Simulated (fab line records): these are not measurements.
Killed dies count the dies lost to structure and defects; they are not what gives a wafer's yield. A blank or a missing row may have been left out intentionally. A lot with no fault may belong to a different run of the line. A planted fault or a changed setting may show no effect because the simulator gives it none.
fab line records | flow sky130
record lots=6 wafers=16 lastDay=50
route steps=708 shown VIA3@588 METAL4@598 CAP2M@603 PAD_OPEN@708
lots untouched by any fault: they come from a run of this same line in which no faults occurred
startH: start of the lot's first displayed wafer, in hours after the record's first day | waitH: hours elapsed since this lot's preceding step | " the same as in the row above | L1.1+2: several wafers, shown together as one row | - no value, or no start was given | * or withheld: withheld | < > ~ a bound
route shown NAME@n: a module of which the file shows steps, and the number in the route of the first | usual: mean/standard deviation taken from wafers without a fault | same: alike in all rows | chamber/n: place in a boat | sites: the reading at each site | _std_site: the values' standard deviation | _edge_site: inner sites' mean taken away from outer sites' mean | radiusMm: for every site, how far away it sits from the centre of the wafer | mask NAME#n: copy n | behind: tool/chamber where the wafer was last shaped | hold: the reason the lot was held/the length of the hold in hours/how it ended | device: the transistor (n, p or np) that didn't switch | end of line: tests of these same wafers at the route's end | step lacking rows: just its recipe | killed: the dies lost at the first sort to structure and to defects; this is not the yield of the wafer | map: shows each die of a wafer: x if killed, . if not, _ if none is there
set.NAME: the setting as run; set.NAME@STEP: as run at that earlier step | model.NAME: the simulator's own value behind a step, which no gauge read
a table for each step, a row for each wafer; lots at some steps of the route
services: from which hour (startH, from the record's first day; less than 0 if before it) a tool's chamber was out of use, for how many hours, and why
## steps
# step SKY_VIA3_ETCH_15
# recipe target=SiO2 chemistry=C4F8/O2/Ar targetDepthNm=507 stopOn=TiN maskMaterial=KrF-thick sourceW=1500 biasW=1200 pressureMtorr=40 c4f8FlowSccm=withheld O2_flow_sccm=6 Ar_flow_sccm=300 timeS=78
# usual oesProductAu=0.945/0.0049
# columns lot.wafer tool chamber startH waitH oesProductAu
L986.3 rieDiel-04 3 955.47 0.1 0.938
L986.4 " 0 " " 0.952
L986.6 " 3 " " 0.944
L988.2 rieDiel-03 2 975.42 0.0 0.939
L988.3 " 3 " " 0.943
L988.5 " 0 " " 0.945
L992.1 rieDiel-02 1 1002.82 0.0 0.943
L992.5 " 1 " " 0.942
L994.4 rieDiel-04 3 1007.67 0.0 0.945
L994.5 " 0 " " 0.943
L103.1 rieDiel-04 1 1076.86 0.0 0.951
L103.3 " 0 " " 0.946
L103.4 " 3 " " 0.951
L104.1 rieDiel-02 1 1082.07 0.0 0.949
L104.4 " 2 " " 0.947
L104.5 " 1 " " 0.948
# step SKY_VIA3_STRIP_16
# recipe chemistry=O2/N2 powerW=1400 pressureMtorr=1500 platenTempC=withheld o2FlowSccm=3000 n2FlowSccm=300 overashFraction=0.5
# step SKY_VIA3_STRIP_17
# recipe chemistry=postEtchResidueRemover timeS=1200 tempC=72.5
# step SKY_VIA3_CLEAN_18
# recipe chemistry=IPA timeS=180 tempC=25
# step SKY_VIA3_CLEAN_19
# recipe chemistry=O3/DIW dry=n2Spin
# step SKY_VIA3_SPUTTER_20
# recipe material=TiN targetThkNm=20 chamberPressurePa=5 powerW=4000 timeS=80
# usual chamberPressurePa=5.000/0.011 throttleValvePct=29.7/0.98
# columns lot.wafer tool chamber startH waitH chamberPressurePa throttleValvePct
L986.3 pvdSputter-02 - 956.13 0.0 4.999 30.2
L986.4 " - " " 4.994 29.5
L986.6 " - " " 5.005 29.0
L988.2 pvdSputter-01 - 976.15 0.0 5.005 29.3
L988.3 " - " " 4.996 30.5
L988.5 " - " " 4.997 29.1
L992.1 pvdSputter-03 - 1003.51 0.0 4.985 29.9
L992.5 " - " " 5.000 31.5
L994.4 pvdSputter-03 - 1008.34 0.0 5.005 30.4
L994.5 " - " " 5.018 28.8
L103.1 pvdSputter-03 - 1077.53 0.0 4.995 28.6
L103.3 " - " " 4.994 30.1
L103.4 " - " " 5.009 31.5
L104.1 pvdSputter-03 - 1082.76 0.0 5.003 28.5
L104.4 " - " " 5.015 30.0
L104.5 " - " " 4.986 31.5
# step SKY_VIA3_CVD_21
# recipe material=W targetThkNm=390 timeS=117.31 tempC=400 pressureTorr=40
# step SKY_VIA3_RS_MEAS_22
# recipe thkMeasGauge=four-point-probe reads=W_of_VIA3_CVD_21+TiN_of_VIA3_SPUTTER_20
# usual VIA3_W_RS=0.293/0.0042
# columns lot.wafer tool chamber startH waitH VIA3_W_RS[ohm/sq]
L986.3 filmMetro-01 - 956.35 0.1 0.293
L986.4 " - " " 0.300
L986.6 " - " " 0.295
L988.2 filmMetro-02 - 976.35 0.1 0.291
L988.3 " - " " 0.288
L988.5 " - " " 0.290
L992.1 filmMetro-04 - 1003.70 0.1 0.289
L992.5 " - " " 0.290
L994.4 filmMetro-01 - 1008.58 0.1 0.292
L994.5 " - " " 0.283
L103.1 filmMetro-02 - 1077.71 0.1 0.291
L103.3 " - " " 0.290
L103.4 " - " " 0.295
L104.1 filmMetro-04 - 1082.95 0.1 0.301
L104.4 " - " " 0.302
L104.5 " - " " 0.298
# step SKY_VIA3_THK_MEAS_23
# recipe thkMeasGauge=xrf reads=W_of_VIA3_CVD_21
# usual VIA3_W_THK=385/5.8
# columns lot.wafer tool chamber startH waitH VIA3_W_THK[nm]
L986.3 filmMetro-01 - 956.45 0.1 389
L986.4 " - " " 379
L986.6 " - " " 386
L988.2 filmMetro-02 - 976.46 0.1 382
L988.3 " - " " 387
L988.5 " - " " 387
L992.1 filmMetro-04 - 1003.82 0.1 397
L992.5 " - " " 393
L994.4 filmMetro-01 - 1008.67 0.1 384
L994.5 " - " " 393
L103.1 filmMetro-02 - 1077.83 0.1 383
L103.3 " - " " 388
L103.4 " - " " 383
L104.1 filmMetro-04 - 1083.07 0.1 379
L104.4 " - " " 378
L104.5 " - " " 383
# step SKY_VIA3_CMP_24
# recipe stopOn=SiO2 tOverpolishS=20 downForcePsi=3.5 platenRpm=60 targetThkNm=0 padVelocityMS=0.94248
# step SKY_METAL4_SPUTTER_00
# recipe material=Ti targetThkNm=15 powerW=3000 timeS=10 chamberPressurePa=0.4
# step SKY_METAL4_SPUTTER_01
# recipe material=TiN targetThkNm=20 powerW=6500 timeS=16.7 chamberPressurePa=0.4
# step SKY_METAL4_SPUTTER_02
# recipe material=AlCu targetThkNm=735 powerW=10600 timeS=39.1 chamberPressurePa=0.4
# usual chamberPressurePa=0.4000/0.00079 throttleValvePct=29.9/0.95
# columns lot.wafer tool chamber startH waitH chamberPressurePa throttleValvePct model.AlCu_of_METAL4_SPUTTER_02.thkNm
L986.3 pvdSputter-02 - 956.84 0.0 0.3996 29.8 738.1
L986.4 " - " " 0.4001 29.4 743.8
L986.6 " - " " 0.4006 30.1 743.2
L988.2 pvdSputter-02 - 976.86 0.0 0.3992 29.9 740.5
L988.3 " - " " 0.3993 30.0 743.1
L988.5 " - " " 0.3989 29.3 736.6
L992.1 pvdSputter-02 - 1004.22 0.0 0.4002 29.2 733.6
L992.5 " - " " 0.3979 29.5 801
L994.4 pvdSputter-02 - 1009.07 0.0 0.4003 30.0 808.1
L994.5 " - " " 0.3997 30.2 818
L103.1 pvdSputter-02 - 1080.01 0.0 0.4009 30.1 736.1
L103.3 " - " " 0.3992 30.3 739.1
L103.4 " - " " 0.3995 28.8 745.7
L104.1 pvdSputter-04 - 1083.61 0.0 0.4001 29.6 742.4
L104.4 " - " " 0.3993 31.6 744.8
L104.5 " - " " 0.4005 28.1 745.5
# step SKY_METAL4_SPUTTER_03
# recipe material=Ti targetThkNm=5 powerW=3000 timeS=3.3 chamberPressurePa=0.4
# step SKY_METAL4_SPUTTER_04
# recipe material=TiN targetThkNm=70 powerW=6500 timeS=58.3 chamberPressurePa=0.4
# step SKY_CAP2M_CVD_00
# recipe material=SiO2 targetThkNm=15.5 tempC=400 timeS=withheld rfW=450
# usual heaterPowerW=733/100 susceptorTempC=399.98/0.21
# columns lot.wafer tool chamber startH waitH heaterPowerW susceptorTempC
L986.3 pecvd-02 0 956.95 0.0 678 399.65
L986.4 " 2 " " 829 400.36
L986.6 " 1 " " 764 399.80
L988.2 pecvd-04 0 976.96 0.0 698 400.06
L988.3 " 2 " " 584 400.03
L988.5 " 1 " " 716 399.92
L992.1 pecvd-02 2 1004.33 0.0 872 400.03
L992.5 " 0 " " 655 400.40
L994.4 pecvd-04 0 1009.17 0.0 754 399.87
L994.5 " 0 " " 738 399.59
L103.1 pecvd-03 0 1080.12 0.0 791 399.71
L103.3 " 1 " " 621 400.13
L103.4 " 1 " " 611 400.15
L104.1 pecvd-04 2 1083.72 0.0 729 400.29
L104.4 " 0 " " 659 400.26
L104.5 " 1 " " 690 400.00
# step SKY_CAP2M_THK_MEAS_01
# recipe reads=SiO2_of_CAP2M_CVD_00
# usual CAP2M_CVD_00_THK=15.45/0.22
# columns lot.wafer tool chamber startH waitH CAP2M_CVD_00_THK[nm]
L986.3 filmMetro-02 - 956.99 - 15.23
L986.4 " - " " 15.67
L986.6 " - " " 15.27
L988.2 filmMetro-02 - 977.00 - 15.26
L988.3 " - " " 15.35
L988.5 " - " " 15.82
L992.1 filmMetro-02 - 1004.35 - 15.46
L992.5 " - " " 15.54
L994.4 filmMetro-03 - 1009.22 - 15.62
L994.5 " - " " 15.92
L103.1 filmMetro-02 - 1080.14 - 15.50
L103.3 " - " " 15.43
L103.4 " - " " 15.34
L104.1 filmMetro-03 - 1083.74 - 15.33
L104.4 " - " " 15.40
L104.5 " - " " 15.70
# step SKY_CAP2M_SPUTTER_02
# recipe material=TiN targetThkNm=200 tempC=300 powerW=6500 timeS=166.7 chamberPressurePa=0.4
# usual chamberPressurePa=0.3999/0.00075 susceptorTempC=299.99/0.19 throttleValvePct=29.6/1
# columns lot.wafer tool chamber startH waitH chamberPressurePa susceptorTempC throttleValvePct
L986.3 pvdSputter-04 - 957.03 0.0 0.4012 299.87 29.8
L986.4 " - " " 0.4017 300.06 32.0
L986.6 " - " " 0.4003 300.22 30.3
L988.2 pvdSputter-01 - 977.05 0.0 0.4005 299.92 27.9
L988.3 " - " " 0.3999 299.82 30.5
L988.5 " - " " 0.3989 299.88 29.1
L992.1 pvdSputter-04 - 1004.41 0.1 0.4002 299.81 29.5
L992.5 " - " " 0.4010 300.09 30.2
L994.4 pvdSputter-01 - 1009.25 0.0 0.3998 299.90 29.4
L994.5 " - " " 0.4006 299.90 30.2
L103.1 pvdSputter-01 - 1080.20 0.1 0.4004 299.98 29.2
L103.3 " - " " 0.3999 299.95 29.7
L103.4 " - " " 0.3990 299.69 29.6
L104.1 pvdSputter-01 - 1083.80 0.1 0.3993 299.76 30.5
L104.4 " - " " 0.3988 299.76 29.3
L104.5 " - " " 0.3995 299.97 30.3
# step SKY_CAP2M_RS_MEAS_03
# recipe thkMeasGauge=four-point-probe reads=TiN_of_CAP2M_SPUTTER_02
# usual CAP2M_TIN_RS=6.90/0.062
# columns lot.wafer tool chamber startH waitH CAP2M_TIN_RS[ohm/sq]
L986.3 filmMetro-02 - 957.18 0.1 6.82
L986.4 " - " " 6.87
L986.6 " - " " 6.90
L988.2 filmMetro-01 - 977.18 0.1 6.96
L988.3 " - " " 6.87
L988.5 " - " " 6.92
L992.1 filmMetro-03 - 1004.52 0.1 6.82
L992.5 " - " " 6.92
L994.4 filmMetro-03 - 1009.42 0.1 6.97
L994.5 " - " " 6.93
L103.1 filmMetro-03 - 1080.31 0.1 6.90
L103.3 " - " " 6.93
L103.4 " - " " 6.91
L104.1 filmMetro-02 - 1083.91 0.1 6.93
L104.4 " - " " 6.98
L104.5 " - " " 6.90
# step SKY_CAP2M_THK_MEAS_04
# recipe thkMeasGauge=xrf reads=TiN_of_CAP2M_SPUTTER_02
# usual CAP2M_TIN_THK=199.5/2
# columns lot.wafer tool chamber startH waitH CAP2M_TIN_THK[nm]
L986.3 filmMetro-02 - 957.28 0.1 201.5
L986.4 " - " " 200.1
L986.6 " - " " 199.4
L988.2 filmMetro-01 - 977.29 0.1 197.8
L988.3 " - " " 199.5
L988.5 " - " " 197.4
L992.1 filmMetro-03 - 1004.64 0.1 201.8
L992.5 " - " " 198.3
L994.4 filmMetro-03 - 1009.51 0.1 198.4
L994.5 " - " " 199.9
L103.1 filmMetro-03 - 1080.43 0.1 200.2
L103.3 " - " " 198.7
L103.4 " - " " 199.5
L104.1 filmMetro-02 - 1084.03 0.1 199.8
L104.4 " - " " 197.5
L104.5 " - " " 200.3
# step SKY_CAP2M_DEHYDRATE_05
# recipe tempC=200 timeS=60
# step SKY_CAP2M_HMDS_06
# recipe primeTimeS=60 primeTempC=120
# step SKY_CAP2M_COAT_07
# recipe resist=NOVOLAK spinRpm=3000 resistThkNm=1140
# step SKY_CAP2M_SOFTBAKE_08
# recipe tempC=90 timeS=60 resist=NOVOLAK
# step SKY_CAP2M_EXPOSE_09
# recipe maskId=CAP2M na=0.6 sourceShape=conventional sigmaOuter=0.6 polarization=unpolarized targetCdNm=1000 doseMj=159
# step SKY_CAP2M_PEB_10
# recipe tempC=withheld timeS=* resist=NOVOLAK
# step SKY_CAP2M_DEVELOP_11
# recipe resist=NOVOLAK developer=TMAH developTimeS=60 devTempC=23
# step SKY_CAP2M_OVL_MEAS_12
# usual CAP2M_OVL=-0.8/1.5
# columns lot.wafer tool chamber startH waitH CAP2M_OVL[nm]
L986.3 overlay-02 - 980.35 0.1 -1.9
L986.4 " - " " -1.7
L986.6 " - " " -1.2
L988.2 overlay-02 - 1000.88 0.1 -2.8
L988.3 " - " " -2.0
L988.5 " - " " -1.1
L992.1 overlay-02 - 1027.18 0.1 -3.4
L992.5 " - " " -2.1
L994.4 overlay-01 - 1031.94 0.1 -2.9
L994.5 " - " " 0.0
L103.1 overlay-02 - 1099.92 0.1 -1.7
L103.3 " - " " -2.0
L103.4 " - " " -0.9
L104.1 overlay-02 - 1104.19 0.1 -2.7
L104.4 " - " " -2.5
L104.5 " - " " -0.9
# step SKY_CAP2M_METAL_ETCH_13
# recipe targetDepthNm=220 stopOn=SiO2 chemistry=Cl2/BCl3 target=TiN pressureMtorr=10 icpW=900 biasW=48.5 Cl2_flow_sccm=60 bcl3FlowSccm=30 timeS=62.9
# usual drypumpMotorCurrentA=5.9/0.53 oesProductAu=0.942/0.0072 throttleValvePct=21.901/0.0098
# columns lot.wafer tool chamber startH waitH drypumpMotorCurrentA oesProductAu rfHoursCounterH throttleValvePct
L986.3 rieMetal-01 0 980.42 0.1 6.3 0.951 - 21.897
L986.4 " 0 " " 6.3 0.940 - 21.912
L986.6 " 0 " " 6.3 0.945 - 21.910
L988.2 rieMetal-01 1 1000.91 0.0 6.3 0.934 1 21.914
L988.3 " 0 " " 6.2 0.942 - 21.902
L988.5 " 1 " " 6.3 0.939 - 21.900
L992.1 rieMetal-03 1 1027.22 0.0 5.1 0.953 12 21.898
L992.5 " 0 " " 5.0 0.947 - 21.919
L994.4 rieMetal-01 0 1031.98 0.0 6.3 0.935 - 21.911
L994.5 " 1 " " 6.3 0.949 - 21.900
L103.1 rieMetal-01 1 1099.96 0.0 6.3 0.944 7 21.882
L103.3 " 1 " " 6.3 0.939 - 21.899
L103.4 " 1 " " 6.3 0.941 - 21.888
L104.1 rieMetal-01 1 1104.22 0.0 6.3 0.948 8 21.893
L104.4 " 1 " " 6.3 0.930 - 21.893
L104.5 " 1 " " 6.3 0.940 - 21.901
# step SKY_CAP2M_STRIP_14
# recipe chemistry=O2/N2 powerW=1400 pressureMtorr=1500 platenTempC=withheld o2FlowSccm=3000 n2FlowSccm=300 overashFraction=0.5
# step SKY_CAP2M_STRIP_15
# recipe chemistry=postEtchResidueRemover timeS=1200 tempC=72.5
# step SKY_CAP2M_CLEAN_16
# recipe chemistry=IPA timeS=180 tempC=25
# step SKY_CAP2M_CLEAN_17
# recipe chemistry=O3/DIW dry=n2Spin
# step SKY_METAL4_DEHYDRATE_05
# recipe tempC=200 timeS=60
# step SKY_METAL4_HMDS_06
# recipe primeTimeS=60 primeTempC=120
# step SKY_METAL4_COAT_07
# recipe resist=BARC tempC=withheld timeS=withheld spinRpm=3000 resistThkNm=60
# step SKY_METAL4_COAT_08
# recipe resist=KrF-thick spinRpm=3000 resistThkNm=1140
# step SKY_METAL4_SOFTBAKE_09
# recipe tempC=100 timeS=90 resist=KrF-thick
# step SKY_METAL4_EXPOSE_10
# recipe maskId=MM4 na=0.68 sourceShape=annular sigmaInner=0.4 sigmaOuter=0.8 targetCdNm=300 doseMj=28
# step SKY_METAL4_PEB_11
# recipe pebTempC=withheld pebTimeS=withheld resist=KrF-thick
# step SKY_METAL4_DEVELOP_12
# recipe developTimeS=60 resist=KrF-thick devTempC=21
# step SKY_METAL4_CD_MEAS_13
# recipe targetCdNm=300
# usual cdNm=299.9/1.3
# columns lot.wafer tool chamber startH waitH cdNm
L986.3 cdSem-01 - 1004.91 - 300.8
L986.4 " - " " 299.9
L986.6 " - " " 301.0
L988.2 cdSem-01 - 1025.00 - 299.7
L988.3 " - " " 298.8
L988.5 " - " " 299.5
L992.1 cdSem-01 - 1049.76 - 301.8
L992.5 " - " " 302.3
L994.4 cdSem-01 - 1054.70 - 300.1
L994.5 " - " " 299.4
L103.1 cdSem-01 - 1120.72 - 298.6
L103.3 " - " " 297.7
L103.4 " - " " 298.3
L104.1 cdSem-02 - 1126.61 - 300.5
L104.4 " - " " 299.7
L104.5 " - " " 299.8
# step SKY_METAL4_METAL_ETCH_18
# recipe targetDepthA=8450 stopOn=SiO2 overEtchFrac=0.3 timeS=183.1 chemistry=Cl2/BCl3 resistSidewallDeg=88 pressureMtorr=10 icpW=900 biasW=48.5 Cl2_flow_sccm=60 bcl3FlowSccm=30
# usual drypumpMotorCurrentA=6.0/0.46 oesProductAu=0.868/0.0055 throttleValvePct=22.264/0.0087
# columns lot.wafer tool chamber startH waitH drypumpMotorCurrentA oesProductAu rfHoursCounterH throttleValvePct
L986.3 rieMetal-03 0 1005.23 0.1 4.9 0.867 - 22.265
L986.4 " 1 " " 5.1 0.872 - 22.264
L986.6 " 0 " " 4.9 0.873 - 22.269
L988.2 rieMetal-01 0 1025.29 0.0 6.3 0.867 23 22.275
L988.3 " 0 " " 6.3 0.871 - 22.261
L988.5 " 1 " " 6.3 0.869 - 22.270
L992.1 rieMetal-01 1 1050.06 0.0 6.3 0.862 3 22.269
L992.5 " 1 " " 6.3 0.911 - 22.260
L994.4 rieMetal-02 1 1055.12 0.2 6.3 0.918 - 22.253
L994.5 " 1 " " 6.3 0.912 - 22.254
L103.1 rieMetal-01 0 1121.07 0.0 6.3 0.869 1 22.260
L103.3 " 1 " " 6.3 0.871 - 22.253
L103.4 " 0 " " 6.3 0.870 - 22.261
L104.1 rieMetal-01 1 1126.95 0.0 6.3 0.868 10 22.252
L104.4 " 0 " " 6.2 0.867 - 22.261
L104.5 " 1 " " 6.3 0.876 - 22.267
# step SKY_PAD_OPEN_PROBE_99
# usual defectLimitedYield=82.4/1.8 killed_at_M0_to_M3=45/6.8 killed_at_M4_up=3.2/1.6 killedAtContacts=24/5.1 killedAtFrontEnd=14/4.4 killedAtOther=0.4/0.65 killedDies=87/8.8 killedOpen=47/7.2 killedShort=39/6.1 sort_bin_3_pad_short=0.9/0.38 sort_bin_5_function=10.4/1.5 sort_bin_6_memory=6.4/1.1 sortNPass=405/8.8 sortYieldPct=82.4/1.8
# same grossDies=492 killedAtBackSide=0 sort_bin_4_leakage[%]=0 sort_bin_8_speed[%]=0
# columns lot.wafer tool chamber startH waitH defectLimitedYield[%] killed_at_M0_to_M3 killed_at_M4_up killedAtContacts killedAtFrontEnd killedAtOther killedDies killedOpen killedShort sort_bin_3_pad_short[%] sort_bin_5_function[%] sort_bin_6_memory[%] sortNPass sortYieldPct[%] model.etest.met4.lineOhmUm model.etest.met4.rsOhmSq
L986.3 prober-02 - 1099.20 0.2 79.7 54 6 28 11 1 100 62 38 0.8 11.8 7.7 392 79.7 0.1386 0.04212
L986.4 prober-02 - 1099.25 0.2 78.3 51 4 32 20 0 107 63 44 0.8 13.2 7.7 385 78.3 0.1395 0.04189
L986.6 prober-02 - 1099.35 0.2 78.7 54 3 34 14 0 105 62 43 1.2 15.0 5.1 387 78.7 0.1389 0.04235
L988.2 prober-02 - 1114.89 0.1 85.2 36 1 26 10 0 73 51 21 0 9.1 5.7 419 85.2 0.142 0.04207
L988.3 prober-02 - 1114.94 0.2 82.7 44 3 20 18 0 85 43 40 1.4 8.9 6.9 407 82.7 0.1401 0.04226
L988.5 prober-02 - 1115.04 0.2 81.1 44 3 39 7 0 93 51 42 0.8 12.2 5.9 399 81.1 0.1424 0.04284
L992.1 prober-02 - 1137.81 0.1 78.9 55 3 27 19 0 104 57 47 0.6 13.8 6.7 388 78.9 0.1376 0.04229
L992.5 prober-02 - 1138.01 0.2 80.9 56 1 22 14 1 94 51 43 0.8 12.0 6.3 398 80.9 0.1286 0.03926
L994.4 prober-01 - 1143.56 0.2 80.7 51 3 20 20 1 95 55 40 1.2 11.2 6.9 397 80.7 0.1324 0.03886
L994.5 prober-01 - 1143.61 0.2 81.9 48 1 24 16 0 89 57 32 1.0 10.4 6.7 403 81.9 0.1322 0.03879
L103.1 prober-01 - 1197.09 0.1 82.3 51 4 23 9 0 87 39 48 1.0 8.7 7.9 405 82.3 0.1434 0.04252
L103.3 prober-01 - 1197.19 0.2 82.5 53 4 19 10 0 86 46 40 0.4 10.4 6.7 406 82.5 0.1418 0.04265
L103.4 prober-01 - 1197.24 0.2 79.3 53 5 31 13 0 102 51 51 1.4 11.2 8.1 390 79.3 0.1426 0.04195
L104.1 prober-02 - 1201.32 0.1 82.3 43 2 21 18 3 87 54 33 0.6 10.8 6.3 405 82.3 0.1403 0.04226
L104.4 prober-02 - 1201.47 0.2 84.3 42 3 21 11 0 77 45 32 1.0 9.1 5.5 415 84.3 0.1392 0.04194
L104.5 prober-02 - 1201.52 0.2 85.2 34 5 19 15 0 73 42 31 1.2 9.1 4.5 419 85.2 0.1399 0.04226
# killed by level:class
L986.3 VIA1:geometricParticle:open=14 CONTACT:geometricParticle:open=10 LI_CONTACT:geometricParticle:open=10 VIA3:geometricParticle:open=8 VIA2:geometricParticle:open=7 METAL2:geometricParticle:short=5 LOCAL_INTERCONNECT:geometricParticle:short=5 METAL1:geometricParticle:short=5
L986.4 CONTACT:geometricParticle:open=17 VIA1:geometricParticle:open=14 POLY_GATE:geometricParticle:open=7 CONTACT:geometricParticle:short=7 VIA1:geometricParticle:short=7 VIA2:geometricParticle:open=7 METAL1:geometricParticle:short=6 VIA3:geometricParticle:open=6
L986.6 CONTACT:geometricParticle:open=14 VIA1:geometricParticle:open=13 VIA3:geometricParticle:open=11 LI_CONTACT:geometricParticle:open=7 VIA1:geometricParticle:short=7 VIA2:geometricParticle:open=6 FIELD_ISO:geometricParticle:short=5 LI_CONTACT:geometricParticle:short=5
L988.2 CONTACT:geometricParticle:open=16 VIA1:geometricParticle:open=13 VIA3:geometricParticle:open=7 FIELD_ISO:geometricParticle:open=4 CONTACT:geometricParticle:short=4 VIA1:geometricParticle:short=4 VIA2:geometricParticle:open=4 FIELD_ISO:geometricParticle:short=3
L988.3 VIA2:geometricParticle:open=9 CONTACT:geometricParticle:open=7 VIA1:geometricParticle:open=7 FIELD_ISO:geometricParticle:short=6 LI_CONTACT:geometricParticle:open=5 VIA1:geometricParticle:short=5 VIA3:geometricParticle:open=4 POLY_GATE:geometricParticle:open=4
L988.5 CONTACT:geometricParticle:open=12 CONTACT:geometricParticle:short=10 METAL2:geometricParticle:short=10 VIA2:geometricParticle:open=9 VIA1:geometricParticle:open=8 LOCAL_INTERCONNECT:geometricParticle:short=7 LI_CONTACT:geometricParticle:open=6 VIA3:geometricParticle:open=5
L992.1 VIA1:geometricParticle:open=12 VIA1:geometricParticle:short=10 LI_CONTACT:geometricParticle:open=10 POLY_GATE:geometricParticle:open=8 CONTACT:geometricParticle:open=8 VIA2:geometricParticle:open=6 METAL1:geometricParticle:short=6 VIA2:geometricParticle:short=5
L992.5 VIA1:geometricParticle:open=17 METAL1:geometricParticle:short=8 LI_CONTACT:geometricParticle:open=7 CONTACT:geometricParticle:open=7 VIA2:geometricParticle:short=7 VIA3:geometricParticle:open=7 CONTACT:geometricParticle:short=5 VIA1:geometricParticle:short=5
L994.4 VIA1:geometricParticle:open=12 METAL2:geometricParticle:short=9 FIELD_ISO:geometricParticle:open=8 VIA3:geometricParticle:open=8 METAL1:geometricParticle:short=7 LI_CONTACT:geometricParticle:open=6 CONTACT:geometricParticle:open=6 VIA2:geometricParticle:open=6
L994.5 VIA3:geometricParticle:open=13 VIA1:geometricParticle:open=9 LI_CONTACT:geometricParticle:open=8 LOCAL_INTERCONNECT:geometricParticle:short=8 VIA2:geometricParticle:open=8 CONTACT:geometricParticle:open=6 POLY_GATE:geometricParticle:open=4 POLY_GATE:geometricParticle:short=4
L103.1 VIA1:geometricParticle:open=12 CONTACT:geometricParticle:open=11 METAL1:geometricParticle:short=10 VIA1:geometricParticle:short=7 METAL2:geometricParticle:short=5 FIELD_ISO:geometricParticle:short=4 LI_CONTACT:geometricParticle:open=4 LOCAL_INTERCONNECT:geometricParticle:short=4
L103.3 VIA1:geometricParticle:open=13 VIA1:geometricParticle:short=8 METAL2:geometricParticle:short=8 METAL1:geometricParticle:short=7 VIA3:geometricParticle:open=7 LI_CONTACT:geometricParticle:open=6 CONTACT:geometricParticle:open=6 POLY_GATE:geometricParticle:open=4
L103.4 CONTACT:geometricParticle:open=14 VIA1:geometricParticle:open=10 METAL2:geometricParticle:short=8 METAL1:geometricParticle:short=7 LI_CONTACT:geometricParticle:open=6 METAL4:geometricParticle:short=5 VIA3:geometricParticle:short=5 VIA3:geometricParticle:open=5
L104.1 CONTACT:geometricParticle:open=14 VIA2:geometricParticle:open=11 VIA1:geometricParticle:open=9 POLY_GATE:geometricParticle:short=7 VIA1:geometricParticle:short=6 VIA3:geometricParticle:open=5 FIELD_ISO:geometricParticle:open=4 POLY_GATE:geometricParticle:open=3
L104.4 VIA1:geometricParticle:open=11 LI_CONTACT:geometricParticle:open=8 VIA2:geometricParticle:open=8 CONTACT:geometricParticle:open=6 CONTACT:geometricParticle:short=4 VIA1:geometricParticle:short=4 VIA2:geometricParticle:short=4 POLY_GATE:geometricParticle:short=3
L104.5 VIA2:geometricParticle:open=9 CONTACT:geometricParticle:open=7 LI_CONTACT:geometricParticle:open=6 POLY_GATE:geometricParticle:open=5 VIA1:geometricParticle:open=5 VIA3:geometricParticle:open=5 METAL4:geometricParticle:short=5 METAL1:geometricParticle:short=4
## services
# columns tool chamber startH hours kind
pvdSputter-04 - 942.86 2.5 repair
rieDiel-04 2 943.46 29.7 repair
rieDiel-04 1 947.01 8.4 repair
rieMetal-02 - 956.76 1.4 pm
pvdSputter-01 - 962.70 3.1 repair
rieDiel-03 0 964.45 6.0 repair
rieDiel-03 1 968.94 7.9 repair
rieDiel-03 3 971.46 3.1 repair
rieDiel-02 - 971.88 2.8 pm
pecvd-03 - 980.38 0.5 repair
pecvd-03 - 1001.78 14.6 pm
rieDiel-02 2 1032.02 5.8 repair
pvdSputter-04 - 1036.50 5.6 repair
rieDiel-03 2 1040.24 4.1 repair
pvdSputter-01 - 1051.63 1.2 repair
rieMetal-01 1 1057.85 5.7 repair
pecvd-02 - 1059.46 6.0 pm
pvdSputter-02 - 1065.20 1.7 repair
rieDiel-03 - 1067.51 4.0 pm
pecvd-02 - 1069.73 4.4 repair
pecvd-02 - 1073.35 2.5 repair
pvdSputter-01 - 1101.81 2.2 repair
rieDiel-03 1 1113.73 13.3 repair
pvdSputter-03 - 1119.91 2.9 repair
## key
firstSign step=SKY_METAL4_METAL_ETCH_18 reading=oesProductAu direction=up sigmas=8.3 usual=0.868 struck=0.914
effect none on later readings
modelEffect step=SKY_METAL4_SPUTTER_02 value=AlCu_of_METAL4_SPUTTER_02.thkNm without=736.7 struck=809
modelEffect step=SKY_PAD_OPEN_PROBE_99 value=etest.met4.lineOhmUm without=0.1441 struck=0.1311
metAt SKY_METAL4_SPUTTER_02
struckWafers L992.5,L994.4,L994.5
onsetBetween 976.86 1004.22
fault kind=processParameterDrift tool=pvdSputter-02 chamber=- onsetH=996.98 steps=SKY_METAL4_SPUTTER_02 channel=timeS offset=* shape=step endH=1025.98 scope=struckWafersOnly actsIn=* stated=*
